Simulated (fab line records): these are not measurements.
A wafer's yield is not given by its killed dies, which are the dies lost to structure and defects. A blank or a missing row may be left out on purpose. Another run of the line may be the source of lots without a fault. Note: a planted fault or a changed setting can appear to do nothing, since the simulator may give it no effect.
fab line records	flow sky130
[record] lots = 13	wafers = 39	last_day = 50
route steps=708 shown SD_P@330 RES_XHIGH@340 CONTACT@431 VIA1@474 METAL2@485
lots that met no fault: taken from a fault-free run of the same line
start_h: start of the lot's first displayed wafer, in hours after the record's first day	wait_h: hours since the lot's step before	" identical to the entry in the row above	L1.1+2: a single row standing in for several wafers	- value missing, or start not given	* or withheld: withheld	< > ~ a bound
route shown NAME@n: a module of which the file shows steps, and the number in the route of the first	usual: mean/standard deviation taken from wafers without a fault	same: alike in all rows	chamber/n: place in a boat	sites: the reading at each site	_std_site: standard deviation across them	_edge_site: mean of outer sites minus mean of inner sites	radius_mm: how far each site lies from the wafer's centre	mask NAME#n: copy n	behind: the most recent tool/chamber to have shaped the wafer	hold: why the lot was held/for how many hours/how that ended	device: names the non-switching transistor (n, p or np)	end of line: the same wafers' tests at the end of the route	a step given without rows: its recipe and nothing more	killed: dies that structure and defects cost at the first sort, which is not the same as the wafer's yield	map: a wafer's dies, x killed, . not, _ none there
set.NAME: the setting the step ran with; set.NAME@STEP: the setting that earlier step ran with	model.NAME: the simulator's own value behind a step, which no gauge read
steps of the route over a sample of lots; a table a step, a row a wafer
services: from which hour (start_h, from the record's first day; less than 0 if before it) a tool's chamber was out of use, for how many hours, and why
[[steps]]
[step SKY_SD_P_STRIP_10]
[recipe] chemistry = O2/N2	power_w = 1400	pressure_mtorr = 1500	platen_temp_c = withheld	o2_flow_sccm = 3000	n2_flow_sccm = 300	overash_fraction = 0.5
[usual] drypump_motor_current_A = 5.5/0.41	oes_product_au = 0.619/0.0051	strip_time_to_endpoint_s = 17.45/0.039
lot.wafer	tool	chamber	start_h	wait_h	drypump_motor_current_A	oes_product_au	rf_hours_counter_h	strip_time_to_endpoint_s
L488.1	plasma_asher-01	0	597.90	0.1	5.0	0.619	50	17.41
L488.3	"	0	"	"	5.0	0.618	-	17.43
L488.5	"	0	"	"	5.0	0.622	-	17.37
L489.1	plasma_asher-04	0	609.07	0.1	5.7	0.623	87	17.44
L489.2	"	1	"	"	5.2	0.620	87	17.49
L489.6	"	1	"	"	5.2	0.612	-	17.47
L490.1	plasma_asher-04	0	611.32	0.1	5.8	0.615	87	17.50
L490.3	"	0	"	"	5.8	0.620	-	17.48
L490.6	"	0	"	"	5.7	0.620	-	17.43
L491.1	plasma_asher-03	0	619.35	0.1	5.2	0.615	18	17.45
L491.4	"	1	"	"	6.2	0.624	-	17.49
L491.5	"	0	"	"	5.2	0.620	-	17.49
L492.1	plasma_asher-01	0	661.36	0.1	4.9	0.614	56	17.53
L492.4	"	1	"	"	5.7	0.622	-	17.49
L492.6	"	1	"	"	5.7	0.618	-	17.54
L494.1	plasma_asher-03	0	664.96	0.1	5.3	0.625	23	17.45
L494.4	"	0	"	"	5.3	0.620	-	17.46
L494.5	"	1	"	"	6.2	0.622	-	17.45
L493.3	plasma_asher-01	1	665.43	0.1	5.7	0.617	-	17.51
L493.4	"	0	"	"	4.9	0.624	-	17.48
L493.5	"	0	"	"	4.9	0.610	-	17.48
L497.2	plasma_asher-03	1	696.16	0.1	6.2	0.617	26	17.45
L497.5	"	1	"	"	6.3	0.615	-	17.45
L497.6	"	0	"	"	5.3	0.624	-	17.40
L496.1	plasma_asher-04	0	697.80	0.1	5.7	0.619	96	17.42
L496.2	"	1	"	"	5.2	0.625	96	17.37
L496.4	"	0	"	"	5.7	0.622	-	17.42
L498.3	plasma_asher-04	1	724.36	0.1	5.2	0.620	-	17.45
L498.4	"	0	"	"	5.8	0.619	-	17.46
L498.5	"	0	"	"	5.8	0.615	-	17.44
L500.2	plasma_asher-04	0	726.10	0.1	5.8	0.617	99	17.46
L500.5	"	0	"	"	5.8	0.611	-	17.48
L500.6	"	1	"	"	5.2	0.611	-	17.47
L505.2	plasma_asher-01	0	746.77	0.1	4.9	0.625	65	17.39
L505.3	"	0	"	"	4.9	0.611	-	17.45
L505.4	"	1	"	"	5.7	0.617	-	17.49
L509.4	plasma_asher-04	1	763.76	0.1	5.2	0.634	-	-
L509.5	"	0	"	"	5.7	0.639	-	-
L509.6	"	1	"	"	5.2	0.635	-	-
[step SKY_RES_XHIGH_STRIP_08]
[recipe] chemistry = O2/N2	power_w = 1400	pressure_mtorr = 1500	platen_temp_c = withheld	o2_flow_sccm = 3000	n2_flow_sccm = 300	overash_fraction = 0.5
[usual] drypump_motor_current_A = 5.6/0.48	oes_product_au = 0.711/0.0046	strip_time_to_endpoint_s = 14.30/0.04
lot.wafer	tool	chamber	start_h	wait_h	drypump_motor_current_A	oes_product_au	rf_hours_counter_h	strip_time_to_endpoint_s
L488.1	plasma_asher-01	1	628.03	0.1	5.7	0.720	53	14.24
L488.3	"	1	"	"	5.7	0.717	-	14.32
L488.5	"	0	"	"	4.9	0.711	-	14.29
L489.1	plasma_asher-03	0	638.56	0.1	5.3	0.719	20	14.30
L489.2	"	1	"	"	6.2	0.717	20	14.32
L489.6	"	0	"	"	5.3	0.711	-	14.32
L490.1	plasma_asher-03	0	640.12	0.1	5.2	0.718	20	14.25
L490.3	"	0	"	"	5.3	0.708	-	14.28
L490.6	"	1	"	"	6.2	0.718	-	14.25
L491.1	plasma_asher-01	1	648.38	0.1	5.7	0.714	55	14.26
L491.4	"	1	"	"	5.7	0.717	-	14.23
L491.5	"	1	"	"	5.7	0.712	-	14.29
L492.1	plasma_asher-01	0	689.52	0.1	5.0	0.716	59	14.38
L492.4	"	1	"	"	5.7	0.709	-	14.37
L492.6	"	1	"	"	5.7	0.712	-	14.38
L494.1	plasma_asher-03	1	692.63	0.1	6.2	0.710	25	14.26
L494.4	"	1	"	"	6.2	0.711	-	14.28
L494.5	"	0	"	"	5.3	0.700	-	14.27
L493.3	plasma_asher-03	1	693.59	0.1	6.3	0.708	-	14.37
L493.4	"	0	"	"	5.2	0.713	-	14.34
L493.5	"	0	"	"	5.3	0.710	-	14.32
L497.2	plasma_asher-02	0	724.31	0.1	6.1	0.709	90	14.25
L497.5	"	0	"	"	6.1	0.718	-	14.26
L497.6	"	1	"	"	5.2	0.711	-	14.22
L496.1	plasma_asher-02	0	725.78	0.1	6.1	0.713	90	14.30
L496.2	"	1	"	"	5.2	0.709	90	14.31
L496.4	"	0	"	"	6.1	0.703	-	14.34
L498.3	plasma_asher-03	1	751.44	0.1	6.2	0.705	-	14.34
L498.4	"	0	"	"	5.3	0.716	-	14.30
L498.5	"	0	"	"	5.3	0.705	-	14.33
L500.2	plasma_asher-03	1	753.26	0.1	6.3	0.705	32	14.36
L500.5	"	0	"	"	5.3	0.708	-	14.30
L500.6	"	1	"	"	6.2	0.714	-	14.34
L505.2	plasma_asher-01	1	774.02	0.1	5.7	0.719	68	14.29
L505.3	"	1	"	"	5.7	0.710	-	14.32
L505.4	"	0	"	"	4.9	0.711	-	14.35
L509.4	plasma_asher-02	0	791.26	0.1	6.1	0.706	-	23.25
L509.5	"	1	"	"	5.2	0.716	-	23.27
L509.6	"	0	"	"	6.1	0.714	-	23.21
[step SKY_RES_XHIGH_TW_MEAS_09]
[usual] RES_XHIGH_TW = 1636/9.6
lot.wafer	tool	chamber	start_h	wait_h	RES_XHIGH_TW
L488.1	film_metro-03	-	628.13	0.1	1625
L488.3	"	-	"	"	1616
L488.5	"	-	"	"	1626
L489.1	film_metro-01	-	638.66	0.1	1641
L489.2	"	-	"	"	1642
L489.6	"	-	"	"	1639
L490.1	film_metro-03	-	640.22	0.1	1623
L490.3	"	-	"	"	1630
L490.6	"	-	"	"	1622
L491.1	film_metro-02	-	648.48	0.1	1633
L491.4	"	-	"	"	1625
L491.5	"	-	"	"	1639
L492.1	film_metro-01	-	689.62	0.1	1649
L492.4	"	-	"	"	1639
L492.6	"	-	"	"	1643
L494.1	film_metro-01	-	692.73	0.1	1644
L494.4	"	-	"	"	1637
L494.5	"	-	"	"	1640
L493.3	film_metro-03	-	693.68	0.1	1611
L493.4	"	-	"	"	1609
L493.5	"	-	"	"	1617
L497.2	film_metro-01	-	724.42	0.1	1643
L497.5	"	-	"	"	1639
L497.6	"	-	"	"	1640
L496.1	film_metro-01	-	725.88	0.1	1631
L496.2	"	-	"	"	1642
L496.4	"	-	"	"	1635
L498.3	film_metro-02	-	751.53	0.1	1635
L498.4	"	-	"	"	1639
L498.5	"	-	"	"	1625
L500.2	film_metro-02	-	753.37	0.1	1632
L500.5	"	-	"	"	1638
L500.6	"	-	"	"	1646
L505.2	film_metro-03	-	774.13	0.1	1628
L505.3	"	-	"	"	1639
L505.4	"	-	"	"	1640
L509.4	film_metro-01	-	791.36	0.1	30
L509.5	"	-	"	"	30
L509.6	"	-	"	"	30
[step SKY_CONTACT_RS_MEAS_25]
[recipe] thk_meas_gauge = four-point-probe	reads = W_of_CONTACT_CVD_24+TiN_of_CONTACT_SPUTTER_23
[usual] CONTACT_W_RS = 0.337/0.0044
lot.wafer	tool	chamber	start_h	wait_h	CONTACT_W_RS[ohm/sq]
L488.1	film_metro-01	-	745.84	0.1	0.345
L488.3	"	-	"	"	0.335
L488.5	"	-	"	"	0.339
L489.1	film_metro-04	-	756.31	0.1	0.333
L489.2	"	-	"	"	0.342
L489.6	"	-	"	"	0.344
L490.1	film_metro-03	-	757.88	0.1	0.338
L490.3	"	-	"	"	0.341
L490.6	"	-	"	"	0.338
L491.1	film_metro-04	-	765.16	0.1	0.335
L491.4	"	-	"	"	0.343
L491.5	"	-	"	"	0.343
L492.1	film_metro-04	-	803.38	0.1	0.337
L492.4	"	-	"	"	0.338
L492.6	"	-	"	"	0.336
L494.1	film_metro-01	-	805.82	0.1	0.335
L494.4	"	-	"	"	0.338
L494.5	"	-	"	"	0.338
L493.3	film_metro-01	-	808.41	0.1	0.328
L493.4	"	-	"	"	0.330
L493.5	"	-	"	"	0.332
L497.2	film_metro-01	-	836.83	0.1	0.339
L497.5	"	-	"	"	0.343
L497.6	"	-	"	"	0.338
L496.1	film_metro-03	-	838.61	0.1	0.342
L496.2	"	-	"	"	0.345
L496.4	"	-	"	"	0.341
L498.3	film_metro-01	-	862.86	0.1	0.328
L498.4	"	-	"	"	0.339
L498.5	"	-	"	"	0.337
L500.2	film_metro-04	-	865.06	0.1	0.333
L500.5	"	-	"	"	0.326
L500.6	"	-	"	"	0.341
L505.2	film_metro-04	-	884.85	0.1	0.327
L505.3	"	-	"	"	0.329
L505.4	"	-	"	"	0.331
L509.4	film_metro-01	-	903.21	0.1	0.335
L509.5	"	-	"	"	0.334
L509.6	"	-	"	"	0.334
[step SKY_VIA1_STRIP_16]
[recipe] chemistry = O2/N2	power_w = 1400	pressure_mtorr = 1500	platen_temp_c = withheld	o2_flow_sccm = 3000	n2_flow_sccm = 300	overash_fraction = 0.5
[usual] drypump_motor_current_A = 5.6/0.41	oes_product_au = 0.415/0.0044	strip_time_to_endpoint_s = 4.453/0.021
lot.wafer	tool	chamber	start_h	wait_h	drypump_motor_current_A	oes_product_au	rf_hours_counter_h	strip_time_to_endpoint_s
L488.1	plasma_asher-02	0	802.06	0.0	6.1	0.415	97	4.447
L488.3	"	0	"	"	6.1	0.413	-	4.443
L488.5	"	0	"	"	6.1	0.416	-	4.441
L489.1	plasma_asher-04	0	812.88	0.0	5.8	0.415	7	4.442
L489.2	"	1	"	"	5.2	0.416	7	4.470
L489.6	"	1	"	"	5.2	0.418	-	4.452
L490.1	plasma_asher-02	1	814.76	0.0	5.2	0.417	98	4.472
L490.3	"	1	"	"	5.2	0.414	-	4.449
L490.6	"	1	"	"	5.2	0.412	-	4.489
L491.1	plasma_asher-02	0	821.26	0.0	6.1	0.411	99	4.472
L491.4	"	0	"	"	6.1	0.409	-	4.466
L491.5	"	0	"	"	6.1	0.414	-	4.461
L492.1	plasma_asher-04	1	858.83	0.0	5.2	0.412	11	4.441
L492.4	"	1	"	"	5.2	0.410	-	4.436
L492.6	"	1	"	"	5.2	0.420	-	4.497
L494.1	plasma_asher-04	1	861.03	0.0	5.2	0.419	12	4.459
L494.4	"	0	"	"	5.8	0.412	-	4.424
L494.5	"	0	"	"	5.8	0.417	-	4.453
L493.3	plasma_asher-03	1	863.61	0.1	6.2	0.412	-	4.500
L493.4	"	0	"	"	5.3	0.420	-	4.480
L493.5	"	0	"	"	5.2	0.416	-	4.502
L497.2	plasma_asher-02	1	892.21	0.0	5.2	0.417	106	4.462
L497.5	"	0	"	"	6.1	0.414	-	4.468
L497.6	"	1	"	"	5.2	0.418	-	4.449
L496.1	plasma_asher-04	0	894.11	0.0	5.8	0.414	15	4.452
L496.2	"	1	"	"	5.2	0.414	15	4.486
L496.4	"	1	"	"	5.2	0.420	-	4.443
L498.3	plasma_asher-04	1	916.67	0.1	5.2	0.410	-	4.427
L498.4	"	0	"	"	5.8	0.414	-	4.460
L498.5	"	1	"	"	5.2	0.412	-	4.458
L500.2	plasma_asher-02	0	919.43	0.0	6.1	0.409	108	4.450
L500.5	"	1	"	"	5.2	0.410	-	4.448
L500.6	"	0	"	"	6.1	0.416	-	4.470
L505.2	plasma_asher-03	1	937.44	0.0	6.2	0.415	50	4.472
L505.3	"	1	"	"	6.2	0.418	-	4.444
L505.4	"	0	"	"	5.2	0.417	-	4.443
L509.4	plasma_asher-04	0	954.50	0.1	5.7	0.413	-	4.420
L509.5	"	0	"	"	5.7	0.409	-	4.398
L509.6	"	1	"	"	5.2	0.416	-	4.433
[step SKY_METAL2_SPUTTER_02]
[recipe] material = AlCu	target_thk_nm = 250	power_w = 10600	time_s = 13.3	chamber_pressure_pa = 0.4
[usual] throttle_valve_pct = 30.1/0.8
lot.wafer	tool	chamber	start_h	wait_h	throttle_valve_pct
L488.1	pvd_sputter-02	-	803.34	0.0	30.2
L488.3	"	-	"	"	31.1
L488.5	"	-	"	"	28.9
L489.1	pvd_sputter-01	-	814.16	0.0	28.6
L489.2	"	-	"	"	29.5
L489.6	"	-	"	"	30.5
L490.1	pvd_sputter-02	-	816.07	0.0	30.0
L490.3	"	-	"	"	29.1
L490.6	"	-	"	"	29.0
L491.1	pvd_sputter-02	-	822.54	0.0	29.0
L491.4	"	-	"	"	30.9
L491.5	"	-	"	"	30.9
L492.1	pvd_sputter-02	-	860.14	0.0	31.0
L492.4	"	-	"	"	30.9
L492.6	"	-	"	"	30.3
L494.1	pvd_sputter-01	-	862.37	0.0	29.0
L494.4	"	-	"	"	30.4
L494.5	"	-	"	"	28.8
L493.3	pvd_sputter-01	-	864.89	0.0	28.9
L493.4	"	-	"	"	29.9
L493.5	"	-	"	"	28.9
L497.2	pvd_sputter-01	-	893.49	0.0	30.0
L497.5	"	-	"	"	29.6
L497.6	"	-	"	"	29.1
L496.1	pvd_sputter-04	-	895.39	0.0	31.1
L496.2	"	-	"	"	31.2
L496.4	"	-	"	"	30.6
L498.3	pvd_sputter-01	-	917.92	0.0	29.6
L498.4	"	-	"	"	28.9
L498.5	"	-	"	"	29.0
L500.2	pvd_sputter-02	-	920.71	0.0	29.1
L500.5	"	-	"	"	28.9
L500.6	"	-	"	"	30.9
L505.2	pvd_sputter-01	-	938.80	0.0	28.5
L505.3	"	-	"	"	29.8
L505.4	"	-	"	"	29.7
L509.4	pvd_sputter-01	-	955.79	0.0	30.6
L509.5	"	-	"	"	29.8
L509.6	"	-	"	"	29.9
[[services]]
tool	chamber	start_h	hours	kind
pvd_sputter-04	-	617.21	5.2	repair
pvd_sputter-04	-	627.02	34.2	repair
pvd_sputter-02	-	627.88	11.2	repair
pvd_sputter-04	-	680.16	10.8	repair
pvd_sputter-02	-	682.68	0.7	repair
plasma_asher-01	-	714.81	2.8	pm
plasma_asher-02	-	730.23	6.6	repair
plasma_asher-04	-	733.77	9.0	pm
plasma_asher-04	-	751.52	1.1	repair
plasma_asher-01	-	784.75	0.7	repair
pvd_sputter-01	-	791.03	4.0	repair
plasma_asher-04	-	791.93	2.8	repair
plasma_asher-03	-	799.73	8.2	pm
plasma_asher-02	-	810.22	2.3	repair
plasma_asher-01	-	829.92	0.3	repair
pvd_sputter-02	-	830.20	2.3	repair
plasma_asher-02	-	839.82	0.3	repair
plasma_asher-02	-	847.43	1.2	repair
plasma_asher-01	-	859.56	0.9	repair
plasma_asher-04	-	885.34	2.8	pm
pvd_sputter-01	-	897.33	13.1	repair
pvd_sputter-01	-	910.19	7.6	repair
pvd_sputter-02	-	940.01	12.7	repair
plasma_asher-03	-	949.37	2.8	pm
[[key]]
[first_sign] step = SKY_SD_P_STRIP_10	reading = oes_product_au	direction = up	sigmas = 3.3	usual = 0.619	struck = 0.636
[effect] step = SKY_RES_XHIGH_STRIP_08	reading = strip_time_to_endpoint_s	direction = up	sigmas = 99+	usual = *	struck = *
[effect] step = SKY_RES_XHIGH_TW_MEAS_09	reading = RES_XHIGH_TW	direction = down	sigmas = 99+	usual = 1636	struck = 30
met_at SKY_SD_P_STRIP_10
struck_lots L509
sort_left_out L509.4,L509.5,L509.6
tester_left_out L509
not_acting_at SKY_CONTACT_RS_MEAS_25,SKY_VIA1_STRIP_16,SKY_METAL2_SPUTTER_02
onset_between 726.10 763.76
[fault] kind = strip_aborted	tool = plasma_asher-04	chamber = -	onset_h = 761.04	steps = SKY_SD_P_STRIP_10	offset = 0.67535	end_h = 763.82
// tester_left_out: of these lots the tester's yield and bins aren't shown, on N5 and GAA mostly nor the transistor test; their killed dies are dies lost to structure and defects alone, not to doping, threshold or leakage, so they don't give the yield
// sort_left_out: the simulated sort isn't trusted on such a fault, so these wafers' sort isn't shown, and their yield isn't known
